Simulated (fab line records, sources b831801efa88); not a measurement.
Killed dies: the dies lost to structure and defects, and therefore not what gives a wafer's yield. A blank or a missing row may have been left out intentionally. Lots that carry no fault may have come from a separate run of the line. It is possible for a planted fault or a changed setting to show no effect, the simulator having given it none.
fab line records / flow gf180mcu
record: lots: 14 wafers: 42 lastDay: 34
route steps=602 shown POLY_GATE@164 HV_LDD@208 SAB@274
lots untouched by any fault: they come from a run of this same line in which no faults occurred
startH: start of the lot's first displayed wafer, in hours after the record's first day / waitH: hours elapsed since this lot's preceding step / " the same as in the row above / L1.1+2: a row that stands for several wafers / - no value, or no start was given / * or withheld: withheld / < > ~ a bound
route shown NAME@n: a module of which the file shows steps, and the number in the route of the first / usual: mean/standard deviation of fault-free wafers / same: alike in all rows / chamber/n: place in a boat / sites: each site's reading / _std_site: the values' standard deviation / _edge_site: mean of outer sites minus mean of inner sites / radiusMm: for every site, how far away it sits from the centre of the wafer / mask NAME#n: copy n / behind: tool/chamber where the wafer was last shaped / hold: the reason the lot was held/the length of the hold in hours/how it ended / device: which transistor (n, p or np) failed to switch / end of line: the same wafers' tests at the end of the route / for a step that has no rows: nothing shown but its recipe / killed: the dies lost at the first sort to structure and to defects; this is not the yield of the wafer / map: the dies of a wafer, with x for killed, . for not killed, _ for no die there
set.NAME: setting as actually run; set.NAME@STEP: the setting as run at that earlier step / model.NAME: the simulator's own value behind a step, which no gauge read
route steps across a sampled set of lots; one table per step, one row per wafer
services: when a tool's chamber went out of use (startH, in hours from the record's first day, below 0 if earlier), for how many hours, and the reason
== steps ==
step: GF_POLY_GATE_EXPOSE_07
recipe: maskId: Poly2 targetCdNm: 280 na: 0.68 sourceShape: conventional sigmaOuter: 0.6 doseMj: 28
usual: exposureDoseMJCm2: 27.997/0.025 focusOffsetNm: -0.1/0.49 reticleTempC: 22.98/0.11 stageVelMmS: 500.03/0.24
lot.wafer=L179.3 tool=krfScanner-02 chamber=0 startH=197.46 waitH=- mask=Poly2#0 exposureDoseMJCm2=28.013 focusOffsetNm=-0.4 reticleTempC=23.03 stageVelMmS=499.74
lot.wafer=L179.5 tool=krfScanner-02 chamber=0 startH=197.46 waitH=- mask=Poly2#0 exposureDoseMJCm2=27.990 focusOffsetNm=0.2 reticleTempC=23.03 stageVelMmS=500.45
lot.wafer=L179.6 tool=krfScanner-02 chamber=0 startH=197.46 waitH=- mask=Poly2#0 exposureDoseMJCm2=27.956 focusOffsetNm=-0.3 reticleTempC=22.90 stageVelMmS=500.03
lot.wafer=L181.1 tool=krfScanner-01 chamber=0 startH=205.52 waitH=- mask=Poly2#0 exposureDoseMJCm2=27.995 focusOffsetNm=-0.2 reticleTempC=22.94 stageVelMmS=499.60
lot.wafer=L181.2 tool=krfScanner-01 chamber=0 startH=205.52 waitH=- mask=Poly2#0 exposureDoseMJCm2=27.981 focusOffsetNm=0.1 reticleTempC=22.93 stageVelMmS=499.55
lot.wafer=L181.4 tool=krfScanner-01 chamber=0 startH=205.52 waitH=- mask=Poly2#0 exposureDoseMJCm2=27.963 focusOffsetNm=-0.1 reticleTempC=23.05 stageVelMmS=499.55
lot.wafer=L182.1 tool=krfScanner-01 chamber=0 startH=211.12 waitH=- mask=Poly2#0 exposureDoseMJCm2=28.000 focusOffsetNm=-1.0 reticleTempC=22.92 stageVelMmS=500.07
lot.wafer=L182.4 tool=krfScanner-01 chamber=0 startH=211.12 waitH=- mask=Poly2#0 exposureDoseMJCm2=28.004 focusOffsetNm=-0.6 reticleTempC=22.89 stageVelMmS=500.32
lot.wafer=L182.5 tool=krfScanner-01 chamber=0 startH=211.12 waitH=- mask=Poly2#0 exposureDoseMJCm2=28.004 focusOffsetNm=0.0 reticleTempC=22.85 stageVelMmS=499.97
lot.wafer=L183.1 tool=krfScanner-01 chamber=0 startH=225.67 waitH=- mask=Poly2#0 exposureDoseMJCm2=27.990 focusOffsetNm=0.7 reticleTempC=22.97 stageVelMmS=500.19
lot.wafer=L183.4 tool=krfScanner-01 chamber=0 startH=225.67 waitH=- mask=Poly2#0 exposureDoseMJCm2=27.946 focusOffsetNm=0.3 reticleTempC=22.93 stageVelMmS=499.75
lot.wafer=L183.6 tool=krfScanner-01 chamber=0 startH=225.67 waitH=- mask=Poly2#0 exposureDoseMJCm2=27.991 focusOffsetNm=-0.3 reticleTempC=23.05 stageVelMmS=500.05
lot.wafer=L184.1 tool=krfScanner-02 chamber=0 startH=226.84 waitH=- mask=Poly2#0 exposureDoseMJCm2=28.032 focusOffsetNm=-0.1 reticleTempC=23.05 stageVelMmS=499.98
lot.wafer=L184.3 tool=krfScanner-02 chamber=0 startH=226.84 waitH=- mask=Poly2#0 exposureDoseMJCm2=28.002 focusOffsetNm=0.6 reticleTempC=23.15 stageVelMmS=500.18
lot.wafer=L184.6 tool=krfScanner-02 chamber=0 startH=226.84 waitH=- mask=Poly2#0 exposureDoseMJCm2=28.059 focusOffsetNm=-0.4 reticleTempC=23.16 stageVelMmS=500.40
lot.wafer=L186.3 tool=krfScanner-02 chamber=0 startH=239.49 waitH=- mask=Poly2#0 exposureDoseMJCm2=28.022 focusOffsetNm=0.7 reticleTempC=23.07 stageVelMmS=499.98
lot.wafer=L186.4 tool=krfScanner-02 chamber=0 startH=239.49 waitH=- mask=Poly2#0 exposureDoseMJCm2=28.014 focusOffsetNm=0.5 reticleTempC=22.86 stageVelMmS=500.20
lot.wafer=L186.6 tool=krfScanner-02 chamber=0 startH=239.49 waitH=- mask=Poly2#0 exposureDoseMJCm2=28.004 focusOffsetNm=0.5 reticleTempC=22.79 stageVelMmS=500.01
lot.wafer=L192.2 tool=krfScanner-02 chamber=- startH=280.33 waitH=- mask=Poly2#0 exposureDoseMJCm2=- focusOffsetNm=- reticleTempC=- stageVelMmS=-
lot.wafer=L192.3 tool=krfScanner-02 chamber=- startH=280.33 waitH=- mask=Poly2#0 exposureDoseMJCm2=- focusOffsetNm=- reticleTempC=- stageVelMmS=-
lot.wafer=L192.6 tool=krfScanner-02 chamber=- startH=280.33 waitH=- mask=Poly2#0 exposureDoseMJCm2=- focusOffsetNm=- reticleTempC=- stageVelMmS=-
lot.wafer=L193.1 tool=krfScanner-01 chamber=- startH=293.44 waitH=- mask=Poly2#0 exposureDoseMJCm2=- focusOffsetNm=- reticleTempC=- stageVelMmS=-
lot.wafer=L193.2 tool=krfScanner-01 chamber=- startH=293.44 waitH=- mask=Poly2#0 exposureDoseMJCm2=- focusOffsetNm=- reticleTempC=- stageVelMmS=-
lot.wafer=L193.4 tool=krfScanner-01 chamber=- startH=293.44 waitH=- mask=Poly2#0 exposureDoseMJCm2=- focusOffsetNm=- reticleTempC=- stageVelMmS=-
lot.wafer=L195.2 tool=krfScanner-02 chamber=0 startH=305.05 waitH=- mask=Poly2#0 exposureDoseMJCm2=28.003 focusOffsetNm=-0.9 reticleTempC=22.86 stageVelMmS=500.15
lot.wafer=L195.3 tool=krfScanner-02 chamber=0 startH=305.05 waitH=- mask=Poly2#0 exposureDoseMJCm2=28.006 focusOffsetNm=-0.4 reticleTempC=22.87 stageVelMmS=500.12
lot.wafer=L195.4 tool=krfScanner-02 chamber=0 startH=305.05 waitH=- mask=Poly2#0 exposureDoseMJCm2=27.974 focusOffsetNm=-0.2 reticleTempC=22.92 stageVelMmS=499.91
lot.wafer=L196.3 tool=krfScanner-02 chamber=0 startH=312.55 waitH=- mask=Poly2#0 exposureDoseMJCm2=28.006 focusOffsetNm=-0.4 reticleTempC=23.02 stageVelMmS=500.05
lot.wafer=L196.4 tool=krfScanner-02 chamber=0 startH=312.55 waitH=- mask=Poly2#0 exposureDoseMJCm2=27.998 focusOffsetNm=-0.5 reticleTempC=23.03 stageVelMmS=499.98
lot.wafer=L196.5 tool=krfScanner-02 chamber=0 startH=312.55 waitH=- mask=Poly2#0 exposureDoseMJCm2=28.001 focusOffsetNm=0.0 reticleTempC=23.03 stageVelMmS=500.42
lot.wafer=L198.1 tool=krfScanner-01 chamber=0 startH=323.02 waitH=- mask=Poly2#0 exposureDoseMJCm2=27.966 focusOffsetNm=0.6 reticleTempC=22.95 stageVelMmS=499.87
lot.wafer=L198.3 tool=krfScanner-01 chamber=0 startH=323.02 waitH=- mask=Poly2#0 exposureDoseMJCm2=28.027 focusOffsetNm=-0.1 reticleTempC=23.13 stageVelMmS=499.79
lot.wafer=L198.6 tool=krfScanner-01 chamber=0 startH=323.02 waitH=- mask=Poly2#0 exposureDoseMJCm2=27.967 focusOffsetNm=-0.2 reticleTempC=22.97 stageVelMmS=499.96
lot.wafer=L200.1 tool=krfScanner-01 chamber=0 startH=333.41 waitH=- mask=Poly2#0 exposureDoseMJCm2=27.997 focusOffsetNm=-0.8 reticleTempC=23.12 stageVelMmS=500.08
lot.wafer=L200.3 tool=krfScanner-01 chamber=0 startH=333.41 waitH=- mask=Poly2#0 exposureDoseMJCm2=27.997 focusOffsetNm=0.3 reticleTempC=23.01 stageVelMmS=500.21
lot.wafer=L200.6 tool=krfScanner-01 chamber=0 startH=333.41 waitH=- mask=Poly2#0 exposureDoseMJCm2=27.964 focusOffsetNm=-0.9 reticleTempC=23.10 stageVelMmS=499.84
lot.wafer=L201.1 tool=krfScanner-01 chamber=0 startH=340.43 waitH=- mask=Poly2#0 exposureDoseMJCm2=28.008 focusOffsetNm=-0.6 reticleTempC=23.01 stageVelMmS=499.88
lot.wafer=L201.2 tool=krfScanner-01 chamber=0 startH=340.43 waitH=- mask=Poly2#0 exposureDoseMJCm2=27.990 focusOffsetNm=0.1 reticleTempC=22.99 stageVelMmS=499.67
lot.wafer=L201.4 tool=krfScanner-01 chamber=0 startH=340.43 waitH=- mask=Poly2#0 exposureDoseMJCm2=27.998 focusOffsetNm=-0.3 reticleTempC=22.83 stageVelMmS=499.87
lot.wafer=L202.1 tool=krfScanner-01 chamber=0 startH=348.83 waitH=- mask=Poly2#0 exposureDoseMJCm2=27.954 focusOffsetNm=0.7 reticleTempC=22.72 stageVelMmS=500.30
lot.wafer=L202.2 tool=krfScanner-01 chamber=0 startH=348.83 waitH=- mask=Poly2#0 exposureDoseMJCm2=27.983 focusOffsetNm=-0.7 reticleTempC=22.79 stageVelMmS=500.13
lot.wafer=L202.3 tool=krfScanner-01 chamber=0 startH=348.83 waitH=- mask=Poly2#0 exposureDoseMJCm2=28.024 focusOffsetNm=0.3 reticleTempC=22.69 stageVelMmS=500.09
step: GF_HV_LDD_OVL_MEAS_32
usual: HV_LDD_02_OVL: -1.0/1.6
lot.wafer=L179.3 tool=overlay-01 chamber=- startH=263.06 waitH=0.1 HV_LDD_02_OVL[nm]=-1.7
lot.wafer=L179.5 tool=overlay-01 chamber=- startH=263.06 waitH=0.1 HV_LDD_02_OVL[nm]=-2.1
lot.wafer=L179.6 tool=overlay-01 chamber=- startH=263.06 waitH=0.1 HV_LDD_02_OVL[nm]=-0.9
lot.wafer=L181.1 tool=overlay-02 chamber=- startH=271.35 waitH=0.1 HV_LDD_02_OVL[nm]=-0.5
lot.wafer=L181.2 tool=overlay-02 chamber=- startH=271.35 waitH=0.1 HV_LDD_02_OVL[nm]=1.3
lot.wafer=L181.4 tool=overlay-02 chamber=- startH=271.35 waitH=0.1 HV_LDD_02_OVL[nm]=0.3
lot.wafer=L182.1 tool=overlay-01 chamber=- startH=276.40 waitH=0.1 HV_LDD_02_OVL[nm]=0.8
lot.wafer=L182.4 tool=overlay-01 chamber=- startH=276.40 waitH=0.1 HV_LDD_02_OVL[nm]=-2.0
lot.wafer=L182.5 tool=overlay-01 chamber=- startH=276.40 waitH=0.1 HV_LDD_02_OVL[nm]=-2.2
lot.wafer=L183.1 tool=overlay-01 chamber=- startH=291.20 waitH=0.1 HV_LDD_02_OVL[nm]=-2.8
lot.wafer=L183.4 tool=overlay-01 chamber=- startH=291.20 waitH=0.1 HV_LDD_02_OVL[nm]=-0.7
lot.wafer=L183.6 tool=overlay-01 chamber=- startH=291.20 waitH=0.1 HV_LDD_02_OVL[nm]=-2.8
lot.wafer=L184.1 tool=overlay-02 chamber=- startH=294.29 waitH=0.1 HV_LDD_02_OVL[nm]=-2.6
lot.wafer=L184.3 tool=overlay-02 chamber=- startH=294.29 waitH=0.1 HV_LDD_02_OVL[nm]=-2.3
lot.wafer=L184.6 tool=overlay-02 chamber=- startH=294.29 waitH=0.1 HV_LDD_02_OVL[nm]=-3.8
lot.wafer=L186.3 tool=overlay-01 chamber=- startH=306.46 waitH=0.1 HV_LDD_02_OVL[nm]=2.0
lot.wafer=L186.4 tool=overlay-01 chamber=- startH=306.46 waitH=0.1 HV_LDD_02_OVL[nm]=1.4
lot.wafer=L186.6 tool=overlay-01 chamber=- startH=306.46 waitH=0.1 HV_LDD_02_OVL[nm]=2.0
lot.wafer=L195.2 tool=overlay-02 chamber=- startH=381.60 waitH=0.1 HV_LDD_02_OVL[nm]=0.3
lot.wafer=L195.3 tool=overlay-02 chamber=- startH=381.60 waitH=0.1 HV_LDD_02_OVL[nm]=1.5
lot.wafer=L195.4 tool=overlay-02 chamber=- startH=381.60 waitH=0.1 HV_LDD_02_OVL[nm]=-0.9
lot.wafer=L196.3 tool=overlay-01 chamber=- startH=389.31 waitH=0.1 HV_LDD_02_OVL[nm]=-3.4
lot.wafer=L196.4 tool=overlay-01 chamber=- startH=389.31 waitH=0.1 HV_LDD_02_OVL[nm]=-1.9
lot.wafer=L196.5 tool=overlay-01 chamber=- startH=389.31 waitH=0.1 HV_LDD_02_OVL[nm]=-1.5
lot.wafer=L198.1 tool=overlay-02 chamber=- startH=403.70 waitH=0.1 HV_LDD_02_OVL[nm]=-2.4
lot.wafer=L198.3 tool=overlay-02 chamber=- startH=403.70 waitH=0.1 HV_LDD_02_OVL[nm]=-3.5
lot.wafer=L198.6 tool=overlay-02 chamber=- startH=403.70 waitH=0.1 HV_LDD_02_OVL[nm]=-4.2
lot.wafer=L200.1 tool=overlay-01 chamber=- startH=414.19 waitH=0.1 HV_LDD_02_OVL[nm]=-3.8
lot.wafer=L200.3 tool=overlay-01 chamber=- startH=414.19 waitH=0.1 HV_LDD_02_OVL[nm]=-1.8
lot.wafer=L200.6 tool=overlay-01 chamber=- startH=414.19 waitH=0.1 HV_LDD_02_OVL[nm]=-2.9
lot.wafer=L201.1 tool=overlay-02 chamber=- startH=423.29 waitH=0.1 HV_LDD_02_OVL[nm]=-0.6
lot.wafer=L201.2 tool=overlay-02 chamber=- startH=423.29 waitH=0.1 HV_LDD_02_OVL[nm]=-0.7
lot.wafer=L201.4 tool=overlay-02 chamber=- startH=423.29 waitH=0.1 HV_LDD_02_OVL[nm]=-1.5
lot.wafer=L202.1 tool=overlay-02 chamber=- startH=430.64 waitH=0.1 HV_LDD_02_OVL[nm]=-1.8
lot.wafer=L202.2 tool=overlay-02 chamber=- startH=430.64 waitH=0.1 HV_LDD_02_OVL[nm]=-1.9
lot.wafer=L202.3 tool=overlay-02 chamber=- startH=430.64 waitH=0.1 HV_LDD_02_OVL[nm]=-0.4
step: GF_HV_LDD_RS_MEAS_53
recipe: thkMeasGauge: four-point-probe
usual: HV_LDD_RS: 418.2/0.82
lot.wafer=L179.3 tool=filmMetro-01 chamber=- startH=283.19 waitH=0.1 HV_LDD_RS[ohm/sq]=419.5
lot.wafer=L179.5 tool=filmMetro-01 chamber=- startH=283.19 waitH=0.1 HV_LDD_RS[ohm/sq]=419.2
lot.wafer=L179.6 tool=filmMetro-01 chamber=- startH=283.19 waitH=0.1 HV_LDD_RS[ohm/sq]=419.1
lot.wafer=L181.1 tool=filmMetro-04 chamber=- startH=291.50 waitH=0.1 HV_LDD_RS[ohm/sq]=418.3
lot.wafer=L181.2 tool=filmMetro-04 chamber=- startH=291.50 waitH=0.1 HV_LDD_RS[ohm/sq]=418.3
lot.wafer=L181.4 tool=filmMetro-04 chamber=- startH=291.50 waitH=0.1 HV_LDD_RS[ohm/sq]=419.2
lot.wafer=L182.1 tool=filmMetro-04 chamber=- startH=296.75 waitH=0.1 HV_LDD_RS[ohm/sq]=417.8
lot.wafer=L182.4 tool=filmMetro-04 chamber=- startH=296.75 waitH=0.1 HV_LDD_RS[ohm/sq]=418.1
lot.wafer=L182.5 tool=filmMetro-04 chamber=- startH=296.75 waitH=0.1 HV_LDD_RS[ohm/sq]=418.6
lot.wafer=L183.1 tool=filmMetro-02 chamber=- startH=311.46 waitH=0.1 HV_LDD_RS[ohm/sq]=418.0
lot.wafer=L183.4 tool=filmMetro-02 chamber=- startH=311.46 waitH=0.1 HV_LDD_RS[ohm/sq]=418.2
lot.wafer=L183.6 tool=filmMetro-02 chamber=- startH=311.46 waitH=0.1 HV_LDD_RS[ohm/sq]=418.5
lot.wafer=L184.1 tool=filmMetro-02 chamber=- startH=315.32 waitH=0.1 HV_LDD_RS[ohm/sq]=419.1
lot.wafer=L184.3 tool=filmMetro-02 chamber=- startH=315.32 waitH=0.1 HV_LDD_RS[ohm/sq]=418.4
lot.wafer=L184.6 tool=filmMetro-02 chamber=- startH=315.32 waitH=0.1 HV_LDD_RS[ohm/sq]=420.3
lot.wafer=L186.3 tool=filmMetro-02 chamber=- startH=328.86 waitH=0.1 HV_LDD_RS[ohm/sq]=417.5
lot.wafer=L186.4 tool=filmMetro-02 chamber=- startH=328.86 waitH=0.1 HV_LDD_RS[ohm/sq]=417.3
lot.wafer=L186.6 tool=filmMetro-02 chamber=- startH=328.86 waitH=0.1 HV_LDD_RS[ohm/sq]=417.2
lot.wafer=L195.2 tool=filmMetro-01 chamber=- startH=405.87 waitH=0.1 HV_LDD_RS[ohm/sq]=418.7
lot.wafer=L195.3 tool=filmMetro-01 chamber=- startH=405.87 waitH=0.1 HV_LDD_RS[ohm/sq]=418.3
lot.wafer=L195.4 tool=filmMetro-01 chamber=- startH=405.87 waitH=0.1 HV_LDD_RS[ohm/sq]=419.6
lot.wafer=L196.3 tool=filmMetro-04 chamber=- startH=414.44 waitH=0.1 HV_LDD_RS[ohm/sq]=418.0
lot.wafer=L196.4 tool=filmMetro-04 chamber=- startH=414.44 waitH=0.1 HV_LDD_RS[ohm/sq]=418.9
lot.wafer=L196.5 tool=filmMetro-04 chamber=- startH=414.44 waitH=0.1 HV_LDD_RS[ohm/sq]=419.3
lot.wafer=L198.1 tool=filmMetro-01 chamber=- startH=428.22 waitH=0.1 HV_LDD_RS[ohm/sq]=418.8
lot.wafer=L198.3 tool=filmMetro-01 chamber=- startH=428.22 waitH=0.1 HV_LDD_RS[ohm/sq]=418.0
lot.wafer=L198.6 tool=filmMetro-01 chamber=- startH=428.22 waitH=0.1 HV_LDD_RS[ohm/sq]=418.2
lot.wafer=L200.1 tool=filmMetro-04 chamber=- startH=439.56 waitH=0.1 HV_LDD_RS[ohm/sq]=418.4
lot.wafer=L200.3 tool=filmMetro-04 chamber=- startH=439.56 waitH=0.1 HV_LDD_RS[ohm/sq]=418.1
lot.wafer=L200.6 tool=filmMetro-04 chamber=- startH=439.56 waitH=0.1 HV_LDD_RS[ohm/sq]=418.1
lot.wafer=L201.1 tool=filmMetro-02 chamber=- startH=449.11 waitH=0.1 HV_LDD_RS[ohm/sq]=417.5
lot.wafer=L201.2 tool=filmMetro-02 chamber=- startH=449.11 waitH=0.1 HV_LDD_RS[ohm/sq]=417.9
lot.wafer=L201.4 tool=filmMetro-02 chamber=- startH=449.11 waitH=0.1 HV_LDD_RS[ohm/sq]=418.6
lot.wafer=L202.1 tool=filmMetro-02 chamber=- startH=456.20 waitH=0.1 HV_LDD_RS[ohm/sq]=418.6
lot.wafer=L202.2 tool=filmMetro-02 chamber=- startH=456.20 waitH=0.1 HV_LDD_RS[ohm/sq]=418.4
lot.wafer=L202.3 tool=filmMetro-02 chamber=- startH=456.20 waitH=0.1 HV_LDD_RS[ohm/sq]=418.9
step: GF_SAB_OVL_MEAS_10
usual: SAB_OVL: 0.7/1.7
lot.wafer=L179.3 tool=overlay-01 chamber=- startH=348.00 waitH=0.1 SAB_OVL[nm]=2.3
lot.wafer=L179.5 tool=overlay-01 chamber=- startH=348.00 waitH=0.1 SAB_OVL[nm]=2.4
lot.wafer=L179.6 tool=overlay-01 chamber=- startH=348.00 waitH=0.1 SAB_OVL[nm]=2.1
lot.wafer=L181.1 tool=overlay-01 chamber=- startH=357.48 waitH=0.1 SAB_OVL[nm]=2.4
lot.wafer=L181.2 tool=overlay-01 chamber=- startH=357.48 waitH=0.1 SAB_OVL[nm]=0.9
lot.wafer=L181.4 tool=overlay-01 chamber=- startH=357.48 waitH=0.1 SAB_OVL[nm]=0.2
lot.wafer=L182.1 tool=overlay-02 chamber=- startH=361.68 waitH=0.1 SAB_OVL[nm]=-1.1
lot.wafer=L182.4 tool=overlay-02 chamber=- startH=361.68 waitH=0.1 SAB_OVL[nm]=-1.8
lot.wafer=L182.5 tool=overlay-02 chamber=- startH=361.68 waitH=0.1 SAB_OVL[nm]=-0.7
lot.wafer=L183.1 tool=overlay-01 chamber=- startH=379.58 waitH=0.1 SAB_OVL[nm]=0.7
lot.wafer=L183.4 tool=overlay-01 chamber=- startH=379.58 waitH=0.1 SAB_OVL[nm]=0.2
lot.wafer=L183.6 tool=overlay-01 chamber=- startH=379.58 waitH=0.1 SAB_OVL[nm]=0.8
lot.wafer=L184.1 tool=overlay-01 chamber=- startH=383.73 waitH=0.1 SAB_OVL[nm]=0.2
lot.wafer=L184.3 tool=overlay-01 chamber=- startH=383.73 waitH=0.1 SAB_OVL[nm]=1.0
lot.wafer=L184.6 tool=overlay-01 chamber=- startH=383.73 waitH=0.1 SAB_OVL[nm]=-0.3
lot.wafer=L186.3 tool=overlay-01 chamber=- startH=399.20 waitH=0.1 SAB_OVL[nm]=-0.8
lot.wafer=L186.4 tool=overlay-01 chamber=- startH=399.20 waitH=0.1 SAB_OVL[nm]=0.2
lot.wafer=L186.6 tool=overlay-01 chamber=- startH=399.20 waitH=0.1 SAB_OVL[nm]=-0.3
lot.wafer=L195.2 tool=overlay-02 chamber=- startH=482.79 waitH=0.1 SAB_OVL[nm]=-1.8
lot.wafer=L195.3 tool=overlay-02 chamber=- startH=482.79 waitH=0.1 SAB_OVL[nm]=-1.6
lot.wafer=L195.4 tool=overlay-02 chamber=- startH=482.79 waitH=0.1 SAB_OVL[nm]=-1.1
lot.wafer=L196.3 tool=overlay-02 chamber=- startH=490.44 waitH=0.1 SAB_OVL[nm]=-1.2
lot.wafer=L196.4 tool=overlay-02 chamber=- startH=490.44 waitH=0.1 SAB_OVL[nm]=-0.5
lot.wafer=L196.5 tool=overlay-02 chamber=- startH=490.44 waitH=0.1 SAB_OVL[nm]=-0.4
lot.wafer=L198.1 tool=overlay-02 chamber=- startH=505.13 waitH=0.1 SAB_OVL[nm]=-0.8
lot.wafer=L198.3 tool=overlay-02 chamber=- startH=505.13 waitH=0.1 SAB_OVL[nm]=0.0
lot.wafer=L198.6 tool=overlay-02 chamber=- startH=505.13 waitH=0.1 SAB_OVL[nm]=0.4
lot.wafer=L200.1 tool=overlay-02 chamber=- startH=516.43 waitH=0.1 SAB_OVL[nm]=2.5
lot.wafer=L200.3 tool=overlay-02 chamber=- startH=516.43 waitH=0.1 SAB_OVL[nm]=1.3
lot.wafer=L200.6 tool=overlay-02 chamber=- startH=516.43 waitH=0.1 SAB_OVL[nm]=2.3
lot.wafer=L201.1 tool=overlay-02 chamber=- startH=524.40 waitH=0.1 SAB_OVL[nm]=0.6
lot.wafer=L201.2 tool=overlay-02 chamber=- startH=524.40 waitH=0.1 SAB_OVL[nm]=1.2
lot.wafer=L201.4 tool=overlay-02 chamber=- startH=524.40 waitH=0.1 SAB_OVL[nm]=-0.4
lot.wafer=L202.1 tool=overlay-01 chamber=- startH=530.83 waitH=0.1 SAB_OVL[nm]=-0.1
lot.wafer=L202.2 tool=overlay-01 chamber=- startH=530.83 waitH=0.1 SAB_OVL[nm]=1.2
lot.wafer=L202.3 tool=overlay-01 chamber=- startH=530.83 waitH=0.1 SAB_OVL[nm]=0.0
== services ==
tool=krfScanner-02 chamber=- startH=178.94 hours=3.6 kind=pm
tool=krfScanner-02 chamber=- startH=193.92 hours=1.3 kind=pm
tool=krfScanner-01 chamber=- startH=200.75 hours=0.8 kind=pm
tool=krfScanner-02 chamber=- startH=202.87 hours=7.2 kind=pm
tool=krfScanner-01 chamber=- startH=220.26 hours=1.9 kind=repair
tool=krfScanner-02 chamber=- startH=223.95 hours=2.0 kind=repair
tool=krfScanner-02 chamber=- startH=231.57 hours=0.8 kind=pm
tool=krfScanner-01 chamber=- startH=256.43 hours=1.0 kind=pm
tool=krfScanner-02 chamber=- startH=292.84 hours=0.8 kind=pm
tool=krfScanner-02 chamber=- startH=329.89 hours=1.0 kind=pm
tool=krfScanner-01 chamber=- startH=331.93 hours=1.3 kind=pm
== key ==
firstSign: step: GF_POLY_GATE_EXPOSE_07 reading: toolRecord direction: missing
effect none on later readings
metAt GF_POLY_GATE_EXPOSE_07
struckLots L192,L193
laterRowsLeftOut L192.2,L192.3,L192.6,L193.1,L193.2,L193.4
sortLeftOut L192.2,L192.3,L192.6,L193.1,L193.2,L193.4
testerLeftOut L192,L193
notActingAt GF_HV_LDD_OVL_MEAS_32,GF_HV_LDD_RS_MEAS_53,GF_SAB_OVL_MEAS_10
onsetBetween 239.49 280.33
fault: kind: skippedStepWhole tool: krfScanner-01,krfScanner-02 chamber: - onsetH: 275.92 steps: GF_POLY_GATE_EXPOSE_07 scope: struckLotsOnly
testerLeftOut: of these lots the tester's yield and bins aren't shown, on N5 and GAA mostly nor the transistor test; their killed dies are dies lost to structure and defects alone, not to doping, threshold or leakage, so they don't give the yield
sortLeftOut: the simulated sort isn't trusted on such a fault, so these wafers' sort isn't shown, and their yield isn't known
laterRowsLeftOut: the simulator's readings of these wafers behind a module that went badly wrong aren't trusted and aren't shown, but for the sort
